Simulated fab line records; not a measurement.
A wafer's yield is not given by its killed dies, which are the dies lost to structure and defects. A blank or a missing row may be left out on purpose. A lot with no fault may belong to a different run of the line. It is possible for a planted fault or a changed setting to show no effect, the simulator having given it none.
8D (eight disciplines) problem report, filled in by code :: flow gf180mcu :: the parts of the form that need people (team, actions taken, sign-off) are left out

== 1. WHAT WENT WRONG ==
Mean of strip time to endpoint s at GF_STI_STRIP_15: 4.13 s across 3 wafers in 3 lots; on wafers with no fault it is 3.72 s (standard deviation 0.032). That is +13 standard deviations from the usual mean.
The step: strips in O2/N2.
The first sign was on wafer L125.3 at day 3 09:05, on plasma asher-04. The record has a number at this step for 37 wafers belonging to 13 lots. Rule for "out" (also "out of limits"): further than 4 standard deviations from the usual mean. Any other wafer with a number is counted as sound.

== 2. WHAT IT IS AND WHAT IT IS NOT ==
question: which readings at this step
is: strip time to endpoint s
is not: drypump motor current A, heater power w

question: which lots
is: L125, L126, L130
is not: L120, L123, L124, L131, L134, L136, L137, L138, L141, L142

question: which wafers of those lots
is: L125.3, L126.3, L130.6
is not: L125.1, L126.4, L130.1, L130.2

question: read on which tools
is: plasma asher-01, plasma asher-04
is not: plasma asher-02

question: when
is: from day 3 09:05
is not: up to then (10 sound wafers); but 24 sound wafers of L126, L130, L131, L134, L136, L137, L138, L141, L142 came after

== 3. THE SUSPECTS, EACH WITH WHAT RULES IT OUT ==
Counting: any tool at a process step up to the reading remains a suspect provided it ran every lot that is out. Sound lots after the first of them don't rule it out here, since some wafers of a struck lot are sound.
- litho track-02 at GF_STI_COAT_07 (resist thk 700 nm): kept. It ran every lot that is out, first L125 (day 3 02:58); its last sound lot up to then is L123 (day 2 15:19).
After counting, what remains is litho track-02 at GF_STI_COAT_07.

== 4. THE CAUSE (what the simulator had put in) ==
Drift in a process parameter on litho track-02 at GF_STI_COAT_07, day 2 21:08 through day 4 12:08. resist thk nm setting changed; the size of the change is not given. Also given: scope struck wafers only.
After counting, this tool was the only one left.

== 5. THE EFFECT CHAIN, in route order ==
Each row: a reading where the mean over the struck wafers with a number is more than 3 standard deviations away from the usual. Only readings whose record carries a usual standard deviation are examined. hours: median over the lots of the time between each lot's start at the first step of this table that gives one and its start at this step. sigmas: the change, counted in usual standard deviations.
hours: 0
step: GF_STI_STRIP_15
reading: oes product au
usual: 0.383 a.u.
on struck wafers: 0.400
change: +0.017
sigmas: +3.7

hours: 0
step: GF_STI_STRIP_15
reading: strip time to endpoint s
usual: 3.72 s
on struck wafers: 4.13
change: +0.41
sigmas: +13
Process steps it contains:
- GF_STI_STRIP_15: strips in O2/N2.
Later steps that measure or inspect, where all struck wafers having a row at the step show a number for every such reading and not one has moved that far: GF_DUAL_GATE_THK_MEAS_03.

== 6. WHAT WOULD HAVE CAUGHT IT SOONER ==
In this record the first reading out of limits was taken at day 3 09:05, 12 hours after the fault began at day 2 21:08.
Lots out: 3; of these, L126, L130 started GF_STI_COAT_07 on litho track-02 after day 3 09:05. A hold on the tool at that time would have spared those 2.
